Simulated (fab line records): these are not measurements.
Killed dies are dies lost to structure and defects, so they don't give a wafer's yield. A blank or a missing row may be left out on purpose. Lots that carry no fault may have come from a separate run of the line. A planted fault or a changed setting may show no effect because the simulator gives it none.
fab line records	flow sky130
record lots=24	wafers=72	lastDay=50
route steps=708 shown NWELL@63 GATE_OXIDE@197 LDD_HVP@287 METAL1@452 VIA3@589 VIA4@651
lots untouched by any fault: they come from a run of this same line in which no faults occurred
startH: hours from the record's opening day to when the first of the lot's shown wafers began	waitH: hours elapsed since this lot's preceding step	" the same as in the row above	L1.1+2: a single row standing in for several wafers	- no value, or no start was given	* or withheld: withheld	< > ~ a bound
route shown NAME@n: names a module that has steps shown in the file, with the first one's number in the route	usual: mean/standard deviation taken from wafers without a fault	same: alike in all rows	chamber/n: place in a boat	sites: readings site by site	_std_site: the values' standard deviation	_edge_site: the outer-site mean with the inner-site mean subtracted	radiusMm: how far each site lies from the wafer's centre	mask NAME#n: copy n	behind: tool/chamber where the wafer was last shaped	hold: the reason the lot was held/the length of the hold in hours/how it ended	device: whichever transistor did not switch (one of n, p or np)	end of line: at the end of the route, the tests of the same wafers	where a step has no rows: the recipe by itself	killed: at the first sort, the dies lost to defects and structure; wafer yield is something else	map: a wafer's dies, marking killed ones x, the rest . and places with no die _
set.NAME: setting as actually run; set.NAME@STEP: the setting as run at that earlier step	model.NAME: the simulator's own value behind a step, which no gauge read
steps of the route over a sample of lots; a table a step, a row a wafer
services: when a tool's chamber went out of use (startH, in hours from the record's first day, below 0 if earlier), for how many hours, and the reason
## steps
# step SKY_NWELL_OVL_MEAS_10
# usual NWELL_00_OVL=-0.2/1.3
lot.wafer	tool	chamber	startH	waitH	NWELL_00_OVL[nm]
L074.1	overlay-02	-	86.92	-	0.8
L074.3	"	-	"	"	-0.5
L074.5	"	-	"	"	1.0
L075.2	overlay-02	-	93.58	-	0.6
L075.3	"	-	"	"	0.6
L075.6	"	-	"	"	-0.8
L076.1	overlay-01	-	97.32	-	-1.7
L076.2	"	-	"	"	0.5
L076.6	"	-	"	"	1.2
L077.1	overlay-02	-	101.82	-	-3.2
L077.2	"	-	"	"	-2.3
L077.5	"	-	"	"	-2.4
L078.1	overlay-02	-	110.76	-	0.3
L078.2	"	-	"	"	2.3
L078.3	"	-	"	"	1.3
L079.1	overlay-02	-	125.82	-	1.5
L079.2	"	-	"	"	2.1
L079.6	"	-	"	"	2.0
L081.3	overlay-01	-	129.62	-	-1.8
L081.4	"	-	"	"	-0.2
L081.6	"	-	"	"	-2.2
L080.3	overlay-01	-	129.98	-	-2.8
L080.4	"	-	"	"	1.0
L080.5	"	-	"	"	-1.1
L082.1	overlay-02	-	131.87	-	-2.7
L082.2	"	-	"	"	-0.4
L082.3	"	-	"	"	-2.5
L083.1	overlay-01	-	137.81	-	-2.0
L083.3	"	-	"	"	-0.7
L083.6	"	-	"	"	-1.4
L084.2	overlay-02	-	145.92	-	1.4
L084.5	"	-	"	"	-0.3
L084.6	"	-	"	"	-1.4
L085.1	overlay-01	-	157.32	-	-1.8
L085.5	"	-	"	"	-2.5
L085.6	"	-	"	"	-2.6
L087.1	overlay-01	-	166.77	-	-1.3
L087.3	"	-	"	"	0.3
L087.4	"	-	"	"	1.0
L086.2	overlay-01	-	167.07	-	-1.6
L086.4	"	-	"	"	-2.0
L086.5	"	-	"	"	-0.4
L088.2	overlay-01	-	172.62	-	1.4
L088.3	"	-	"	"	-0.8
L088.6	"	-	"	"	0.3
L089.1	overlay-01	-	179.26	-	-1.2
L089.2	"	-	"	"	0.1
L089.5	"	-	"	"	-1.0
L090.2	overlay-02	-	182.37	-	1.1
L090.3	"	-	"	"	0.2
L090.4	"	-	"	"	1.2
L091.1	overlay-02	-	187.22	-	0.8
L091.2	"	-	"	"	1.4
L091.5	"	-	"	"	-1.0
L093.3	overlay-02	-	196.64	-	0.9
L093.5	"	-	"	"	0.4
L093.6	"	-	"	"	1.4
L092.1	overlay-01	-	198.02	-	-0.7
L092.4	"	-	"	"	0.1
L092.5	"	-	"	"	-1.6
L094.1	overlay-02	-	203.82	-	0.5
L094.3	"	-	"	"	1.2
L094.4	"	-	"	"	1.4
L095.2	overlay-02	-	209.77	-	1.3
L095.3	"	-	"	"	1.7
L095.4	"	-	"	"	-2.0
L096.3	overlay-01	-	214.22	-	-1.9
L096.4	"	-	"	"	-2.0
L096.5	"	-	"	"	-0.6
L097.1	overlay-02	-	219.36	-	0.5
L097.2	"	-	"	"	-0.9
L097.5	"	-	"	"	0.3
# step SKY_GATE_OXIDE_OVL_MEAS_10
# usual GATE_OXIDE_OVL=0.5/1.3
lot.wafer	tool	chamber	startH	waitH	GATE_OXIDE_OVL[nm]
L074.1	overlay-02	-	309.41	0.1	1.3
L074.3	"	-	"	"	1.1
L074.5	"	-	"	"	0.0
L075.2	overlay-01	-	316.17	0.1	0.4
L075.3	"	-	"	"	2.8
L075.6	"	-	"	"	0.7
L076.1	overlay-02	-	321.52	0.1	0.4
L076.2	"	-	"	"	0.1
L076.6	"	-	"	"	0.5
L077.1	overlay-01	-	328.52	0.1	0.8
L077.2	"	-	"	"	1.0
L077.5	"	-	"	"	-0.8
L078.1	overlay-01	-	345.17	0.1	-0.8
L078.2	"	-	"	"	-1.5
L078.3	"	-	"	"	0.3
L079.1	overlay-01	-	367.22	0.1	0.5
L079.2	"	-	"	"	-0.8
L079.6	"	-	"	"	-0.4
L081.3	overlay-01	-	371.38	0.1	0.1
L081.4	"	-	"	"	0.2
L081.6	"	-	"	"	-0.3
L080.3	overlay-01	-	371.78	0.1	0.8
L080.4	"	-	"	"	1.6
L080.5	"	-	"	"	2.5
L082.1	overlay-01	-	378.52	0.1	1.3
L082.2	"	-	"	"	1.9
L082.3	"	-	"	"	1.8
L083.1	overlay-01	-	386.21	0.1	1.6
L083.3	"	-	"	"	1.4
L083.6	"	-	"	"	4.5
L084.2	overlay-02	-	395.06	0.1	1.1
L084.5	"	-	"	"	-1.0
L084.6	"	-	"	"	-0.4
L085.1	overlay-01	-	414.46	0.1	2.6
L085.5	"	-	"	"	1.6
L085.6	"	-	"	"	0.6
L087.1	overlay-02	-	424.56	0.1	-2.2
L087.3	"	-	"	"	-0.9
L087.4	"	-	"	"	0.8
L086.2	overlay-01	-	431.88	0.1	2.7
L086.4	"	-	"	"	-0.3
L086.5	"	-	"	"	-1.1
L088.2	overlay-02	-	438.57	0.1	1.2
L088.3	"	-	"	"	0.4
L088.6	"	-	"	"	-2.5
L089.1	overlay-02	-	449.17	0.1	-0.3
L089.2	"	-	"	"	-1.9
L089.5	"	-	"	"	-0.1
L090.2	overlay-01	-	453.83	0.1	1.4
L090.3	"	-	"	"	2.0
L090.4	"	-	"	"	1.9
L091.1	overlay-02	-	458.97	0.1	1.8
L091.2	"	-	"	"	2.6
L091.5	"	-	"	"	2.2
L093.3	overlay-02	-	471.93	0.1	-0.5
L093.5	"	-	"	"	-1.0
L093.6	"	-	"	"	-0.2
L092.1	overlay-01	-	472.17	0.1	-0.1
L092.4	"	-	"	"	1.8
L092.5	"	-	"	"	2.1
L094.1	overlay-02	-	479.62	0.1	-0.2
L094.3	"	-	"	"	2.8
L094.4	"	-	"	"	1.0
L096.3	overlay-01	-	492.18	0.1	-0.7
L096.4	"	-	"	"	-0.5
L096.5	"	-	"	"	0.5
L095.2	overlay-02	-	492.46	0.1	0.8
L095.3	"	-	"	"	3.2
L095.4	"	-	"	"	0.3
L097.1	overlay-02	-	503.61	0.1	-1.0
L097.2	"	-	"	"	1.5
L097.5	"	-	"	"	0.4
# step SKY_LDD_HVP_STRIP_09
# recipe chemistry=O2/N2	powerW=1400	pressureMtorr=1500	platenTempC=withheld	o2FlowSccm=3000	n2FlowSccm=300	overashFraction=0.5
# usual drypumpMotorCurrentA=5.8/0.43	o2FlowSccm=2999/8.4	oesProductAu=0.409/0.0047	stripTimeToEndpointS=4.135/0.015
lot.wafer	tool	chamber	startH	waitH	drypumpMotorCurrentA	o2FlowSccm	oesProductAu	rfHoursCounterH	stripTimeToEndpointS
L074.1	plasmaAsher-01	0	497.84	0.1	4.9	3003	0.408	38	4.129
L074.3	"	1	"	"	5.4	3000	0.407	-	4.140
L074.5	"	1	"	"	5.4	3001	0.408	-	4.141
L075.2	plasmaAsher-03	0	505.35	0.1	6.2	3008	0.409	71	4.124
L075.3	"	1	"	"	6.3	2996	0.404	-	4.116
L075.6	"	1	"	"	6.3	2996	0.407	-	4.149
L076.1	plasmaAsher-01	0	520.05	0.1	5.0	2983	0.404	40	4.143
L076.2	"	1	"	"	5.4	3010	0.412	40	4.141
L076.6	"	1	"	"	5.4	3009	0.417	-	4.129
L077.1	plasmaAsher-02	1	520.35	0.1	5.8	2999	0.407	7	4.123
L077.2	"	0	"	"	5.8	3003	0.407	7	4.150
L077.5	"	1	"	"	5.8	3002	0.407	-	4.141
L078.1	plasmaAsher-02	1	539.25	0.1	5.8	2996	0.406	10	4.127
L078.2	"	0	"	"	5.8	2976	0.407	10	4.147
L078.3	"	1	"	"	5.8	2993	0.408	-	4.132
L079.1	plasmaAsher-03	1	561.70	0.1	6.3	3006	0.414	76	4.135
L079.2	"	0	"	"	6.2	2986	0.413	76	4.144
L079.6	"	0	"	"	6.2	3001	0.404	-	4.157
L080.3	plasmaAsher-02	0	566.38	0.1	5.8	2996	0.409	-	4.140
L080.4	"	1	"	"	5.8	2994	0.405	-	4.133
L080.5	"	1	"	"	5.8	3005	0.411	-	4.119
L081.3	plasmaAsher-03	1	567.23	0.1	6.3	3001	0.406	-	4.143
L081.4	"	0	"	"	6.2	2988	0.411	-	4.129
L081.6	"	0	"	"	6.2	2981	0.409	-	4.152
L082.1	plasmaAsher-02	1	575.09	0.1	5.8	3001	0.415	13	4.159
L082.2	"	0	"	"	5.8	2989	0.418	13	4.151
L082.3	"	0	"	"	5.8	3003	0.409	-	4.162
L083.1	plasmaAsher-03	1	582.44	0.1	6.3	3001	0.400	78	4.101
L083.3	"	1	"	"	6.2	3001	0.415	-	4.123
L083.6	"	1	"	"	6.2	2989	0.411	-	4.110
L084.2	plasmaAsher-03	0	589.79	0.1	6.2	2992	0.410	79	4.130
L084.5	"	1	"	"	6.3	2988	0.411	-	4.120
L084.6	"	0	"	"	6.2	2996	0.407	-	4.144
L085.1	plasmaAsher-01	1	604.29	0.1	5.4	3011	0.410	49	4.142
L085.5	"	1	"	"	5.4	3003	0.405	-	4.115
L085.6	"	0	"	"	5.0	3014	0.409	-	4.141
L087.1	plasmaAsher-01	1	614.59	0.1	5.4	3010	0.405	50	4.133
L087.3	"	0	"	"	5.0	2980	0.408	-	4.125
L087.4	"	1	"	"	5.4	3005	0.404	-	4.129
L086.2	plasmaAsher-02	1	622.99	0.1	5.8	3005	0.416	17	4.111
L086.4	"	1	"	"	5.8	3008	0.410	-	4.137
L086.5	"	1	"	"	5.8	3005	0.412	-	4.115
L088.2	plasmaAsher-02	1	630.60	0.1	5.8	3005	0.409	18	4.145
L088.3	"	1	"	"	5.8	3006	0.406	-	4.128
L088.6	"	1	"	"	5.8	2999	0.403	-	4.155
L090.2	plasmaAsher-01	0	641.90	0.1	5.0	3001	0.409	53	4.149
L090.3	"	1	"	"	5.4	2988	0.403	-	4.155
L090.4	"	0	"	"	5.0	2992	0.407	-	4.161
L089.1	plasmaAsher-02	0	642.19	0.1	5.8	3005	0.414	19	4.159
L089.2	"	1	"	"	5.8	3022	0.414	19	4.158
L089.5	"	1	"	"	5.8	2993	0.422	-	4.139
L091.1	plasmaAsher-01	0	647.34	0.1	4.9	3002	0.410	53	4.150
L091.2	"	1	"	"	5.4	2994	0.409	53	4.170
L091.5	"	0	"	"	4.9	3002	0.405	-	4.135
L093.3	plasmaAsher-03	1	657.42	0.1	6.3	2994	0.412	-	4.107
L093.5	"	1	"	"	6.3	3011	0.406	-	4.115
L093.6	"	0	"	"	6.2	2988	0.412	-	4.129
L092.1	plasmaAsher-03	0	658.44	0.1	6.2	3001	0.401	86	4.111
L092.4	"	1	"	"	6.3	2999	0.415	-	4.120
L092.5	"	1	"	"	6.3	2994	0.403	-	4.106
L094.1	plasmaAsher-02	0	665.89	0.1	5.8	3011	0.406	22	4.139
L094.3	"	0	"	"	5.8	2987	0.410	-	4.152
L094.4	"	1	"	"	5.8	2997	0.401	-	4.152
L096.3	plasmaAsher-02	0	676.98	0.1	5.9	3012	0.405	-	4.112
L096.4	"	1	"	"	5.8	2996	0.398	-	4.131
L096.5	"	0	"	"	5.8	3017	0.405	-	4.117
L095.2	plasmaAsher-01	1	677.84	0.1	5.4	2997	0.416	56	4.162
L095.3	"	0	"	"	4.9	3006	0.402	-	4.146
L095.4	"	1	"	"	5.4	3006	0.406	-	4.157
L097.1	plasmaAsher-03	1	687.65	0.1	6.3	3007	0.400	88	4.127
L097.2	"	0	"	"	6.2	3004	0.409	88	4.121
L097.5	"	0	"	"	6.2	3000	0.409	-	4.124
# step SKY_METAL1_ETCH_18
# recipe chemistry=N2/H2	target=BARC	ionEnergyEv=200	biasW=100	pressureMtorr=30	n2FlowSccm=100	h2FlowSccm=200	icpW=500	stopOn=SiO2	timeS=45.9	targetDepthA=600
# usual drypumpMotorCurrentA=5.8/0.42	oesProductAu=0.855/0.0049	throttleValvePct=13.225/0.0087
lot.wafer	tool	chamber	startH	waitH	drypumpMotorCurrentA	oesProductAu	rfHoursCounterH	throttleValvePct
L074.1	rieMetal-04	0	764.35	0.0	5.0	0.858	4	13.217
L074.3	"	0	"	"	4.9	0.859	-	13.225
L074.5	"	1	"	"	6.5	0.860	-	13.236
L075.2	rieMetal-04	1	769.65	0.0	6.6	0.857	16	13.223
L075.3	"	0	"	"	5.0	0.864	-	13.227
L075.6	"	1	"	"	6.5	0.850	-	13.217
L077.1	rieMetal-04	0	785.47	0.1	5.0	0.851	6	13.210
L077.2	"	0	"	"	4.9	0.866	-	13.211
L077.5	"	0	"	"	5.0	0.850	-	13.229
L076.1	rieMetal-03	1	785.79	0.0	6.0	0.854	10	13.211
L076.2	"	0	"	"	5.9	0.853	3	13.227
L076.6	"	0	"	"	5.8	0.859	-	13.233
L078.1	rieMetal-03	0	804.07	0.0	5.8	0.850	4	13.219
L078.2	"	1	"	"	6.0	0.857	10	13.239
L078.3	"	1	"	"	6.0	0.856	-	13.222
L079.1	rieMetal-03	1	822.26	0.0	6.0	0.855	11	13.219
L079.2	"	0	"	"	5.9	0.858	5	13.217
L079.6	"	1	"	"	6.0	0.861	-	13.226
L080.3	rieMetal-01	1	824.72	0.0	6.0	0.853	-	13.213
L080.4	"	0	"	"	5.8	0.851	-	13.241
L080.5	"	0	"	"	5.7	0.860	-	13.223
L081.3	rieMetal-03	1	825.07	0.0	6.0	0.852	-	13.238
L081.4	"	0	"	"	5.9	0.863	-	13.202
L081.6	"	0	"	"	5.9	0.861	-	13.226
L082.1	rieMetal-03	1	834.79	0.0	6.0	0.856	12	13.223
L082.2	"	0	"	"	5.8	0.863	5	13.219
L082.3	"	0	"	"	5.8	0.853	-	13.223
L083.1	rieMetal-01	0	847.49	0.1	5.8	0.861	6	13.241
L083.3	"	0	"	"	5.7	0.850	-	13.213
L083.6	"	0	"	"	5.8	0.854	-	13.224
L084.2	rieMetal-03	1	849.94	0.0	6.0	0.857	12	13.220
L084.5	"	1	"	"	6.0	0.863	-	13.214
L084.6	"	0	"	"	5.8	0.852	-	13.230
L085.1	rieMetal-03	0	857.36	0.0	5.8	0.856	6	13.229
L085.5	"	0	"	"	5.9	0.844	-	13.223
L085.6	"	1	"	"	6.0	0.856	-	13.222
L087.1	rieMetal-01	0	875.69	0.0	5.8	0.854	7	13.223
L087.3	"	1	"	"	6.0	0.847	-	13.228
L087.4	"	0	"	"	5.7	0.862	-	13.235
L086.2	rieMetal-03	1	878.12	0.0	6.0	0.845	13	13.222
L086.4	"	1	"	"	6.0	0.859	-	13.233
L086.5	"	0	"	"	5.9	0.855	-	13.217
L088.2	rieMetal-03	1	882.45	0.0	6.0	0.860	14	13.234
L088.3	"	0	"	"	5.9	0.865	-	13.217
L088.6	"	0	"	"	5.9	0.860	-	13.227
L090.2	rieMetal-01	0	901.94	0.0	5.7	0.850	8	13.226
L090.3	"	1	"	"	6.0	0.852	-	13.228
L090.4	"	0	"	"	5.7	0.850	-	13.220
L089.1	rieMetal-04	0	902.59	0.0	5.0	0.844	10	13.215
L089.2	"	1	"	"	6.5	0.862	4	13.224
L089.5	"	1	"	"	6.5	0.858	-	13.219
L091.1	rieMetal-03	1	904.06	0.0	6.0	0.849	14	13.211
L091.2	"	0	"	"	5.9	0.860	8	13.227
L091.5	"	0	"	"	5.9	0.862	-	13.230
L093.3	rieMetal-03	1	907.48	0.0	6.0	0.856	-	13.219
L093.5	"	1	"	"	6.0	0.853	-	13.225
L093.6	"	0	"	"	5.9	0.858	-	13.240
L092.1	rieMetal-01	0	908.82	0.0	5.7	0.853	9	13.228
L092.4	"	1	"	"	6.0	0.852	-	13.226
L092.5	"	1	"	"	6.0	0.848	-	13.227
L094.1	rieMetal-04	0	911.66	0.0	5.0	0.852	11	13.233
L094.3	"	0	"	"	4.9	0.860	-	13.229
L094.4	"	1	"	"	6.5	0.856	-	13.211
L096.3	rieMetal-01	1	929.08	0.0	6.0	0.857	-	13.236
L096.4	"	0	"	"	5.8	0.861	-	13.209
L096.5	"	1	"	"	6.0	0.850	-	13.245
L095.2	rieMetal-03	1	929.59	0.0	6.0	0.863	16	13.219
L095.3	"	0	"	"	5.9	0.855	-	13.218
L095.4	"	1	"	"	6.0	0.855	-	13.218
L097.1	rieMetal-04	1	934.47	0.0	6.5	0.863	6	13.227
L097.2	"	0	"	"	4.9	0.856	12	13.222
L097.5	"	1	"	"	6.5	0.854	-	13.223
# step SKY_VIA3_STRIP_16
# recipe chemistry=O2/N2	powerW=1400	pressureMtorr=1500	platenTempC=withheld	o2FlowSccm=3000	n2FlowSccm=300	overashFraction=0.5
# usual drypumpMotorCurrentA=5.7/0.44	o2FlowSccm=2999/9.6	oesProductAu=0.402/0.0044	stripTimeToEndpointS=4.132/0.028
lot.wafer	tool	chamber	startH	waitH	drypumpMotorCurrentA	o2FlowSccm	oesProductAu	rfHoursCounterH	stripTimeToEndpointS
L074.1	plasmaAsher-01	1	930.39	0.0	5.4	3013	0.406	81	4.114
L074.3	"	1	"	"	5.4	3010	0.406	-	4.121
L074.5	"	1	"	"	5.4	3012	0.406	-	4.207
L075.2	plasmaAsher-04	1	932.87	0.0	5.5	2981	0.402	18	4.102
L075.3	"	1	"	"	5.6	3001	0.404	-	4.178
L075.6	"	0	"	"	6.0	3011	0.402	-	4.112
L077.1	plasmaAsher-01	1	953.98	0.0	5.4	2988	0.397	84	4.169
L077.2	"	0	"	"	5.0	2999	0.400	84	4.137
L077.5	"	0	"	"	5.0	2996	0.406	-	4.158
L076.1	plasmaAsher-03	1	954.10	0.0	6.3	3000	0.404	115	4.124
L076.2	"	0	"	"	6.1	2992	0.408	115	4.140
L076.6	"	0	"	"	6.1	2999	0.407	-	4.169
L078.1	plasmaAsher-03	0	963.40	0.0	6.2	2995	0.399	117	4.113
L078.2	"	1	"	"	6.3	3004	0.404	117	4.153
L078.3	"	0	"	"	6.2	2991	0.398	-	4.125
L079.1	plasmaAsher-01	1	982.70	0.0	5.4	3009	0.397	87	4.158
L079.2	"	0	"	"	4.9	2979	0.402	87	4.127
L079.6	"	1	"	"	5.5	2985	0.398	-	4.112
L080.3	plasmaAsher-04	0	983.53	0.1	6.0	3002	0.391	-	4.111
L080.4	"	1	"	"	5.6	3001	0.403	-	4.119
L080.5	"	0	"	"	6.0	2998	0.394	-	4.116
L081.3	plasmaAsher-04	1	984.06	0.1	5.5	2997	0.390	-	4.103
L081.4	"	0	"	"	6.0	3001	0.400	-	4.172
L081.6	"	1	"	"	5.6	3015	0.408	-	4.164
L082.1	plasmaAsher-04	0	991.38	0.0	6.0	3003	0.398	23	4.154
L082.2	"	1	"	"	5.5	3019	0.408	23	4.156
L082.3	"	1	"	"	5.5	3021	0.403	-	4.126
L083.1	plasmaAsher-03	0	1003.28	0.0	6.1	3001	0.404	120	4.103
L083.3	"	0	"	"	6.1	3011	0.403	-	4.101
L083.6	"	0	"	"	6.1	2995	0.403	-	4.113
L084.2	plasmaAsher-03	0	1006.73	0.0	6.1	2996	0.400	121	4.098
L084.5	"	0	"	"	6.2	3004	0.403	-	4.099
L084.6	"	1	"	"	6.3	3014	0.398	-	4.119
L085.1	plasmaAsher-03	1	1015.11	0.0	6.3	2988	0.406	122	4.129
L085.5	"	1	"	"	6.3	2988	0.401	-	4.146
L085.6	"	0	"	"	6.2	3005	0.402	-	4.165
L087.1	plasmaAsher-03	1	1029.78	0.0	6.3	2985	0.396	123	4.119
L087.3	"	1	"	"	6.3	2980	0.394	-	4.095
L087.4	"	0	"	"	6.2	2999	0.402	-	4.120
L086.2	plasmaAsher-04	0	1031.78	0.0	6.0	2995	0.405	27	4.153
L086.4	"	0	"	"	6.0	2981	0.405	-	4.133
L086.5	"	0	"	"	6.0	2975	0.398	-	4.140
L088.2	plasmaAsher-04	1	1034.77	0.0	5.6	3001	0.402	27	4.151
L088.3	"	1	"	"	5.5	2997	0.398	-	4.121
L088.6	"	0	"	"	6.0	3004	0.408	-	4.100
L090.2	plasmaAsher-01	0	1052.22	0.0	4.9	2998	0.401	93	4.179
L090.3	"	1	"	"	5.4	3003	0.406	-	4.118
L090.4	"	0	"	"	4.9	2988	0.400	-	4.152
L089.1	plasmaAsher-01	1	1053.17	0.0	5.4	3000	0.396	93	4.114
L089.2	"	0	"	"	4.9	3003	0.404	93	4.156
L089.5	"	1	"	"	5.5	3019	0.405	-	4.173
L091.1	plasmaAsher-01	0	1053.52	0.0	4.9	3005	0.402	94	4.157
L091.2	"	1	"	"	5.4	3008	0.405	94	4.127
L091.5	"	1	"	"	5.4	3003	0.400	-	4.159
L093.3	plasmaAsher-04	1	1058.25	0.1	5.6	3000	0.399	-	4.138
L093.5	"	1	"	"	5.6	2994	0.406	-	4.159
L093.6	"	0	"	"	6.0	2994	0.405	-	4.179
L092.1	plasmaAsher-04	0	1058.92	0.0	5.9	3001	0.401	30	4.130
L092.4	"	1	"	"	5.5	3016	0.398	-	4.075
L092.5	"	0	"	"	6.0	2999	0.399	-	4.114
L094.1	plasmaAsher-04	1	1061.98	0.0	5.6	2988	0.401	30	4.138
L094.3	"	1	"	"	5.5	2998	0.403	-	4.124
L094.4	"	0	"	"	6.0	2995	0.401	-	4.166
L095.2	plasmaAsher-01	0	1076.18	0.0	5.0	3002	0.407	97	4.149
L095.3	"	1	"	"	5.4	2994	0.397	-	4.160
L095.4	"	0	"	"	4.9	3014	0.393	-	4.147
L096.3	plasmaAsher-04	0	1076.20	0.1	6.0	3010	0.407	-	4.129
L096.4	"	1	"	"	5.6	2996	0.399	-	4.126
L096.5	"	0	"	"	6.0	3002	0.399	-	4.069
L097.1	plasmaAsher-03	1	1080.48	0.0	6.3	3001	0.397	2	4.096
L097.2	"	0	"	"	6.2	3007	0.409	2	4.137
L097.5	"	0	"	"	6.2	2993	0.404	-	4.096
# step SKY_VIA4_ETCH_12
# recipe target=SiO2	chemistry=C4F8/O2/Ar	stopOn=TiN	maskMaterial=NOVOLAK	sourceW=1500	biasW=1200	pressureMtorr=40	c4f8FlowSccm=withheld	O2_flow_sccm=6	Ar_flow_sccm=300	timeS=withheld	targetDepthA=5800
# usual oesProductAu=0.927/0.0046
lot.wafer	tool	chamber	startH	waitH	oesProductAu
L074.1	rieDiel-04	1	1004.85	0.0	0.927
L074.3	"	2	"	"	0.926
L074.5	"	0	"	"	0.922
L075.2	rieDiel-03	1	1008.90	0.0	0.927
L075.3	"	2	"	"	0.929
L075.6	"	0	"	"	0.922
L077.1	rieDiel-04	2	1026.26	0.0	0.930
L077.2	"	1	"	"	0.928
L077.5	"	3	"	"	0.924
L076.1	rieDiel-01	2	1027.85	0.0	0.932
L076.2	"	3	"	"	0.923
L076.6	"	0	"	"	0.926
L078.1	rieDiel-03	2	1035.95	0.0	0.927
L078.2	"	3	"	"	0.930
L078.3	"	0	"	"	0.928
L080.3	rieDiel-03	1	1054.90	0.0	0.923
L080.4	"	3	"	"	0.923
L080.5	"	3	"	"	0.929
L079.1	rieDiel-01	1	1054.96	0.0	0.930
L079.2	"	2	"	"	0.929
L079.6	"	1	"	"	0.930
L081.3	rieDiel-03	2	1055.80	0.0	0.926
L081.4	"	1	"	"	0.933
L081.6	"	1	"	"	0.927
L082.1	rieDiel-01	2	1062.06	0.0	0.921
L082.2	"	1	"	"	0.925
L082.3	"	3	"	"	0.932
L083.1	rieDiel-03	3	1072.56	0.0	0.930
L083.3	"	1	"	"	0.932
L083.6	"	3	"	"	0.925
L084.2	rieDiel-04	2	1077.31	0.0	0.924
L084.5	"	1	"	"	0.929
L084.6	"	2	"	"	0.922
L085.1	rieDiel-04	1	1083.75	0.0	0.920
L085.5	"	0	"	"	0.927
L085.6	"	1	"	"	0.937
L087.1	rieDiel-04	0	1097.10	0.0	0.925
L087.3	"	1	"	"	0.927
L087.4	"	3	"	"	0.921
L086.2	rieDiel-01	0	1100.55	0.0	0.922
L086.4	"	3	"	"	0.928
L086.5	"	1	"	"	0.929
L088.2	rieDiel-01	0	1101.90	0.0	0.930
L088.3	"	1	"	"	0.930
L088.6	"	0	"	"	0.928
L090.2	rieDiel-04	2	1118.45	0.0	0.930
L090.3	"	3	"	"	0.924
L090.4	"	0	"	"	0.917
L089.1	rieDiel-03	3	1119.06	0.0	0.926
L089.2	"	1	"	"	0.922
L089.5	"	0	"	"	0.931
L091.1	rieDiel-03	2	1120.35	0.0	0.934
L091.2	"	3	"	"	0.929
L091.5	"	3	"	"	0.926
L093.3	rieDiel-03	1	1124.81	0.0	0.923
L093.5	"	0	"	"	0.934
L093.6	"	1	"	"	0.934
L092.1	rieDiel-01	3	1125.10	0.0	0.933
L092.4	"	2	"	"	0.935
L092.5	"	2	"	"	0.931
L094.1	rieDiel-04	0	1127.35	0.0	0.927
L094.3	"	1	"	"	0.938
L094.4	"	2	"	"	0.934
L096.3	rieDiel-03	3	1139.45	0.0	0.927
L096.4	"	1	"	"	0.931
L096.5	"	3	"	"	0.924
L095.2	rieDiel-04	0	1140.75	0.0	0.927
L095.3	"	3	"	"	0.927
L095.4	"	0	"	"	0.926
L097.1	rieDiel-04	3	1143.70	0.0	0.930
L097.2	"	0	"	"	0.920
L097.5	"	1	"	"	0.923
## services
tool	chamber	startH	hours	kind
plasmaAsher-04	-	476.09	2.2	repair
rieMetal-03	-	512.53	2.8	pm
plasmaAsher-03	-	536.96	2.8	pm
rieDiel-04	-	591.99	2.8	pm
plasmaAsher-02	-	604.87	2.8	pm
rieDiel-04	-	625.33	0.1	repair
rieDiel-03	1	632.79	7.3	repair
plasmaAsher-01	-	663.86	1.5	repair
rieMetal-03	-	673.15	0.9	repair
rieDiel-04	3	674.69	4.8	repair
rieMetal-03	1	684.63	1.9	repair
rieDiel-03	1	685.36	4.6	repair
rieMetal-03	0	703.76	2.8	repair
plasmaAsher-04	-	731.40	12.5	pm
rieMetal-03	1	735.26	1.7	repair
plasmaAsher-04	-	743.87	9.0	pm
rieDiel-03	2	748.33	9.4	repair
rieDiel-03	1	757.19	3.6	repair
plasmaAsher-04	-	940.69	14.6	pm
plasmaAsher-01	-	958.07	1.1	repair
rieMetal-03	0	987.79	3.1	repair
plasmaAsher-03	-	1055.25	9.0	pm
plasmaAsher-01	-	1093.73	1.8	repair
plasmaAsher-04	-	1121.10	5.6	repair
## key
fault none
